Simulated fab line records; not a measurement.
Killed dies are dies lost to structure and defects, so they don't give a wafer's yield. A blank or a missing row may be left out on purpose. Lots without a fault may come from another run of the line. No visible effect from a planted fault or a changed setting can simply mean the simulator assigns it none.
2 desks, one fault :: flow sky130 :: numbers are kept per desk, each desk with only its own; the story behind them comes last

## DESK OF THE TOOL OWNER: rieMetal-02
The tool's own readings at SKY_METAL5_METAL_ETCH_15 (etches the open film in Cl2/BCl3, stops on SiO2, target depth 1260 nm, time 252 s): means of the sampled wafers that have a number, for each lot that ran on this tool. A lot is out of limits, marked OUT, if its mean lies more than 4 standard deviations from the usual mean; the brackets give that distance.
Columns: A = bcl3FlowSccm at SKY_METAL5_METAL_ETCH_15, usual 30.00 sccm; B = drypumpMotorCurrentA at SKY_METAL5_METAL_ETCH_15, usual 5.9 A; C = oesProductAu at SKY_METAL5_METAL_ETCH_15, usual 0.893 a.u.; D = runLengthS at SKY_METAL5_METAL_ETCH_15, usual 280.5 s; E = throttleValvePct at SKY_METAL5_METAL_ETCH_15, usual 22.265 %
lot: L440
first seen here: day 43 15:10
A: 30.06
B: 5.7
C: 0.894
D: 280.9
E: 22.266

lot: L442
first seen here: day 44 14:48
A: 30.09
B: 6.0
C: 0.888
D: 280.9
E: 22.264

lot: L446
first seen here: day 45 10:09
A: 29.96
B: 5.7
C: 0.896
D: 280.8
E: 22.258

lot: L450
first seen here: day 46 18:14
A: 29.85
B: 5.3
C: 0.964 (+16) OUT
D: 264.7 (-29) OUT
E: 22.246

lot: L452
first seen here: day 46 21:40
A: 30.00
B: 5.3
C: 0.928 (+7.9) OUT
D: 272.9 (-14) OUT
E: 22.261
This desk's finding: out of limits on L450, L452; first on L450, day 46 18:14 (oesProductAu at SKY_METAL5_METAL_ETCH_15). In limits: L440, L442, L446.

## THE METROLOGY DESK
Means of the sampled wafers that have a number, per lot and without regard to the tool the lot ran on: this is what the gauges read. A lot is out of limits, marked OUT, if its mean lies more than 4 standard deviations from the usual mean; the brackets give that distance.
Columns: A = VIA1_HDPCVD_THK at SKY_VIA1_THK_MEAS_01, usual 1026 nm; B = cdNm at SKY_VIA2_CD_MEAS_12, usual 200.1 nm
lot: L440
first seen here: day 32 17:34
A: 1028
B: 197.6

lot: L441
first seen here: day 33 07:17
A: 1038
B: 202.1

lot: L442
first seen here: day 33 19:01
A: 1029
B: 200.1

lot: L443
first seen here: day 34 02:49
A: 1024
B: 200.5

lot: L445
first seen here: day 34 09:17
A: 1026
B: 200.5

lot: L446
first seen here: day 34 19:16
A: 1021
B: 200.9

lot: L447
first seen here: day 34 23:49
A: 1027
B: 201.5

lot: L450
first seen here: day 36 11:11
A: 1025
B: 197.2

lot: L452
first seen here: day 36 17:46
A: 1032
B: 199.5

lot: L459
first seen here: day 38 11:16
A: 1025
B: 201.9

lot: L462
first seen here: day 39 03:35
A: 1036
B: 199.4
Result from this desk: across the 11 lots, nothing is out of limits.

## BROUGHT TOGETHER
At day 46 18:14, on L450, L452, the tool owner's desk was in a position to raise an alarm.
Metrology desk: nothing out of limits seen.
The metrology desk holds a record of L450, L452, inside its limits.
All the named lots went through SKY_METAL5_METAL_ETCH_15 on rieMetal-02.

## WHAT THE SIMULATOR HAD PUT IN
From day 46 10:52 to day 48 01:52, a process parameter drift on rieMetal-02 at SKY_METAL5_METAL_ETCH_15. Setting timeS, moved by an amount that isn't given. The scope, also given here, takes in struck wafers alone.
Struck lots among those shown: L450, L452.
How many hours passed from the start of the fault until each desk's first out-of-limits reading: the tool owner's desk, 7.
